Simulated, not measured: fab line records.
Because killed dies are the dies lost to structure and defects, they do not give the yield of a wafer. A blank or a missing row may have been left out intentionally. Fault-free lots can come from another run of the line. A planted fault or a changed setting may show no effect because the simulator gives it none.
Which tool is to blame?    flow gf180mcu    14 lots with 42 wafers sampled at 4 steps, on a route of 602 steps

== WHAT THE GAUGES READ, wafer by wafer ==
GF_V5_RS_MEAS_24: the measuring method here is four-point-probe.
lot   measured      on             V5_W_RS (ohm/sq)
L494  day 27 14:01  film metro-01  0.326 0.324 0.327
L495  day 27 17:28  film metro-04  0.319 0.324 0.316
L496  day 27 23:18  film metro-03  0.324 0.322 0.320
L497  day 28 07:17  film metro-04  0.333 0.326 0.334
L498  day 28 12:38  film metro-03  0.330 0.335 0.330
L500  day 29 04:56  film metro-03  0.327 0.327 0.327
L502  day 29 19:47  film metro-01  0.322 0.322 0.325
L505  day 30 20:05  film metro-04  0.325 0.323 0.323
L508  day 31 15:19  film metro-01  0.322 0.323 0.325
L510  day 32 02:26  film metro-04  0.323 0.329 0.323
L511  day 32 11:49  film metro-03  0.327 0.327 0.333
L514  day 33 04:31  film metro-03  0.332 0.325 0.328
L515  day 33 10:04  film metro-04  0.328 0.326 0.323
L517  day 33 18:01  film metro-03  0.329 0.331 0.328

GF_PASSIVATION_THK_MEAS_01.
lot   measured      on             PASSIVATION_CVD_00_THK (nm)
L494  day 28 11:24  film metro-04  991 997 1011
L495  day 28 15:17  film metro-04  987 998 1007
L496  day 28 20:46  film metro-02  984 1003 1002
L497  day 29 04:22  film metro-02  967 990 986
L498  day 29 09:26  film metro-02  995 999 1009
L500  day 30 01:22  film metro-04  1007 1008 1002
L502  day 30 15:22  film metro-04  1008 1022 1017
L505  day 31 15:05  film metro-04  976 1006 1001
L508  day 32 10:17  film metro-01  976 1005 996
L510  day 32 21:09  film metro-01  984 1004 1007
L511  day 33 05:24  film metro-04  996 992 1004
L514  day 33 21:11  film metro-02  1007 1001 1016
L515  day 34 02:25  film metro-01  1009 1011 1008
L517  day 34 11:39  film metro-04  990 989 1001

GF_PASSIVATION_THK_MEAS_03.
lot   measured      on             PASSIVATION_CVD_02_THK (nm)
L494  day 28 11:45  film metro-04  692 699 699
L495  day 28 15:37  film metro-02  692 704 716
L496  day 28 21:07  film metro-01  711 715 723
L497  day 29 04:43  film metro-01  689 690 702
L498  day 29 09:47  film metro-04  693 695 708
L500  day 30 01:43  film metro-04  707 712 708
L502  day 30 15:43  film metro-02  689 705 700
L505  day 31 15:26  film metro-02  709 713 715
L508  day 32 10:38  film metro-02  701 698 704
L510  day 32 21:30  film metro-02  691 693 703
L511  day 33 05:45  film metro-01  707 689 712
L514  day 33 21:32  film metro-01  683 687 691
L515  day 34 02:46  film metro-02  703 692 701
L517  day 34 12:00  film metro-01  687 694 679

== EACH LOT AND THE TOOL THAT RAN IT (in order: tool; ch and the chambers of the sampled wafers; start) ==
lot   GF_M1_SPUTTER_02
L494  pvd sputter-03, day 16 10:44
L495  pvd sputter-03, day 16 15:35
L496  pvd sputter-02, day 16 22:59
L497  pvd sputter-02, day 17 09:05
L498  pvd sputter-02, day 17 13:15
L500  pvd sputter-02, day 18 10:08
L502  pvd sputter-03, day 19 02:13
L505  pvd sputter-03, day 20 10:59
L508  pvd sputter-02, day 21 13:20
L510  pvd sputter-01, day 22 02:58
L511  pvd sputter-02, day 22 17:23
L514  pvd sputter-03, day 23 14:35
L515  pvd sputter-01, day 24 00:40
L517  pvd sputter-02, day 24 13:38
- GF_M1_SPUTTER_02: material AlCu, target thk 450 nm, time 23.9 s.

== WHAT THE TOOLS THEMSELVES READ (means of the sampled wafers that have a number; where no wafer has one, the mark that the record gives instead) ==
GF_M1_SPUTTER_02.
lot   tool            throttle valve pct (%)
L494  pvd sputter-03  30.0
L495  pvd sputter-03  29.9
L496  pvd sputter-02  31.7
L497  pvd sputter-02  29.8
L498  pvd sputter-02  31.3
L500  pvd sputter-02  29.5
L502  pvd sputter-03  29.3
L505  pvd sputter-03  29.4
L508  pvd sputter-02  31.9
L510  pvd sputter-01  29.4
L511  pvd sputter-02  30.6
L514  pvd sputter-03  30.1
L515  pvd sputter-01  30.1
L517  pvd sputter-02  30.0

== THE ANSWER, worked out from the rows above alone ==
Rule: the usual values come from the lots themselves. Put in order of their means at a reading, lots are off if they are a third of the lots or fewer, leave a main group of 4 or more, and stand apart from it by a gap of 3 or more times the standard deviation of the main group's means; of several such gaps the widest counts. A main group is skipped when, at the precision printed for the reading in the tables above, its means are all equal. Also off: a lot with no number at a reading for which 4 or more lots have one. Where the step has rows for the other lots, those lots are counted as sound. First the gauges in route order, then the tools' own readings, where a lot's mean is used as printed above. The first step at which some lot is off is used, and at that step the reading that is off furthest; a lot without a number counts as furthest.
None of the lots is off at any reading shown; this tells nothing.

== WHAT HAD BEEN PUT IN BY THE SIMULATOR ==
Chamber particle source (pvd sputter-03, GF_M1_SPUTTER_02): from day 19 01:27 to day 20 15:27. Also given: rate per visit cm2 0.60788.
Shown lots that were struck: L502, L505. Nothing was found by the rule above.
